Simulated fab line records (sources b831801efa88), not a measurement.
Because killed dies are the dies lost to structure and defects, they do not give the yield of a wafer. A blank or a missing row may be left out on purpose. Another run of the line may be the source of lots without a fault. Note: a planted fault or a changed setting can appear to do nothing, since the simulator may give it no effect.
Which tool was responsible? -- flow gf180mcu -- 12 lots, 36 wafers sampled, at 4 steps of a route of 602

== WHAT EACH GAUGE READ, for each wafer ==
GF_VT_IMPLANT_TW_MEAS_43.
lot,measured,on,VT_IMPLANT_4_TW
L237,day 7 15:35,filmMetro-03,679 683 679
L238,day 7 20:13,filmMetro-02,690 687 686
L241,day 8 11:43,filmMetro-02,595 596 596
L245,day 9 14:47,filmMetro-04,694 694 694
L247,day 10 05:32,filmMetro-04,604 603 607
L251,day 11 12:52,filmMetro-04,693 695 692
L253,day 12 01:20,filmMetro-04,703 698 697
L254,day 12 16:52,filmMetro-03,678 678 678
L255,day 12 17:48,filmMetro-04,698 699 697
L256,day 13 07:58,filmMetro-02,697 695 695
L257,day 13 12:07,filmMetro-02,694 693 691
L259,day 13 16:56,filmMetro-03,678 682 684

GF_VT_IMPLANT_RS_MEAS_46: measurement is done with a four-point probe.
lot,measured,on,MVSD_RS (ohm/sq)
L237,day 7 15:49,filmMetro-01,457.4 456.4 457.7
L238,day 7 20:26,filmMetro-01,457.6 455.9 456.6
L241,day 8 11:56,filmMetro-03,456.0 454.7 457.3
L245,day 9 15:00,filmMetro-03,455.8 456.8 456.8
L247,day 10 05:46,filmMetro-03,456.0 455.0 456.8
L251,day 11 13:04,filmMetro-01,456.4 457.4 456.3
L253,day 12 01:34,filmMetro-01,455.5 457.0 457.2
L254,day 12 17:05,filmMetro-02,455.2 456.4 456.5
L255,day 12 18:02,filmMetro-03,456.1 457.0 455.7
L256,day 13 08:11,filmMetro-02,458.7 459.0 457.6
L257,day 13 12:20,filmMetro-03,456.8 454.9 456.6
L259,day 13 17:10,filmMetro-02,456.2 455.3 455.6

== EACH LOT AND THE TOOL THAT RAN IT (in order: tool; ch and the chambers of the sampled wafers; start) ==
lot,GF_VT_IMPLANT_STRIP_09,GF_VT_IMPLANT_IMPLANT_41
L237,"plasmaAsher-02 ch 1, day 5 18:58","implanter-01 ch 0, day 7 15:21"
L238,"plasmaAsher-02 ch 0,1, day 5 23:41","implanter-03 ch 0, day 7 19:58"
L241,"plasmaAsher-02 ch 0,1, day 6 12:49","implanter-03 ch 0, day 8 11:28"
L245,"plasmaAsher-02 ch 0, day 7 13:19","implanter-02 ch 0, day 9 14:33"
L247,"plasmaAsher-04 ch 0,1, day 8 02:34","implanter-03 ch 0, day 10 05:18"
L251,"plasmaAsher-02 ch 1, day 9 07:22","implanter-02 ch 0, day 11 12:37"
L253,"plasmaAsher-02 ch 0,1, day 9 17:55","implanter-02 ch 0, day 12 01:07"
L254,"plasmaAsher-04 ch 0, day 10 08:58","implanter-02 ch 0, day 12 16:37"
L255,"plasmaAsher-02 ch 0,1, day 10 09:19","implanter-01 ch 0, day 12 17:36"
L256,"plasmaAsher-02 ch 0,1, day 10 22:37","implanter-03 ch 0, day 13 07:43"
L257,"plasmaAsher-03 ch 0,1, day 11 03:22","implanter-03 ch 0, day 13 11:52"
L259,"plasmaAsher-03 ch 0,1, day 11 08:02","implanter-02 ch 0, day 13 16:43"
- GF_VT_IMPLANT_STRIP_09: strips in O2/N2.
- GF_VT_IMPLANT_IMPLANT_41

== WHAT THE TOOLS THEMSELVES READ (means of the sampled wafers that have a number; where no wafer has one, the mark that the record gives instead) ==
GF_VT_IMPLANT_STRIP_09.
lot,tool,drypumpMotorCurrentA (A),heaterPowerW (W),oesProductAu (a.u.),stripTimeToEndpointS (s)
L237,plasmaAsher-02,5.80,297,0.718,12.69
L238,plasmaAsher-02,5.73,307,0.720,12.64
L241,plasmaAsher-02,5.65,318,0.718,12.66
L245,plasmaAsher-02,5.57,327,0.720,12.61
L247,plasmaAsher-04,6.01,343,0.715,12.65
L251,plasmaAsher-02,5.82,295,0.716,12.68
L253,plasmaAsher-02,5.73,308,0.716,12.65
L254,plasmaAsher-04,5.89,325,0.717,12.60
L255,plasmaAsher-02,5.75,306,0.711,12.63
L256,plasmaAsher-02,5.65,317,0.721,12.66
L257,plasmaAsher-03,5.77,378,0.718,12.58
L259,plasmaAsher-03,5.77,378,0.714,12.66

GF_VT_IMPLANT_IMPLANT_41.
lot,tool,doseIonsCm2,faradayCurrentUA
L237,implanter-01,1.0131e+12,5.57
L238,implanter-03,1.0129e+12,5.75
L241,implanter-03,6.3710e+11,3.63
L245,implanter-02,1.0133e+12,5.73
L247,implanter-03,6.3873e+11,3.61
L251,implanter-02,1.0125e+12,5.71
L253,implanter-02,1.0135e+12,5.82
L254,implanter-02,1.0151e+12,5.76
L255,implanter-01,1.0147e+12,5.75
L256,implanter-03,1.0138e+12,5.65
L257,implanter-03,1.0130e+12,5.77
L259,implanter-02,1.0137e+12,5.85

== THE ANSWER, worked out from the rows above alone ==
Rule: the lots themselves supply what counts as usual. The widest of any qualifying gaps counts: lots, ordered by their means at a reading, are off when they make up no more than a third of the lots, leave a main group of 4 or more, and stand apart from it by 3 or more times the standard deviation of that group's means. A main group whose means are all the same, to the digits that the tables above print for the reading, isn't used. Also off: a lot with no number at a reading for which 4 or more lots have one. The other lots that the step has rows for count as sound. Order of review: gauges by route order, followed by the tools' own readings, for which a lot's mean as printed above is used. At the first step where some lot is off, the reading lying furthest off is the one used; lots without a number count as furthest.
Off: L241, L247, seen at GF_VT_IMPLANT_TW_MEAS_43 (VT_IMPLANT_4_TW). Mean 690 and standard deviation 7.3 in the main group.
If a tool, at a process step before that reading, ran all the lots that are off and no sound lot after the first of them, it fits. The gauges at GF_VT_IMPLANT_TW_MEAS_43 aren't tried: what is off there is off at GF_VT_IMPLANT_IMPLANT_41 too, on other tools, and a gauge's error can't cause that. Of those tried, none fits.

== WHAT THE SIMULATOR HAD PUT IN ==
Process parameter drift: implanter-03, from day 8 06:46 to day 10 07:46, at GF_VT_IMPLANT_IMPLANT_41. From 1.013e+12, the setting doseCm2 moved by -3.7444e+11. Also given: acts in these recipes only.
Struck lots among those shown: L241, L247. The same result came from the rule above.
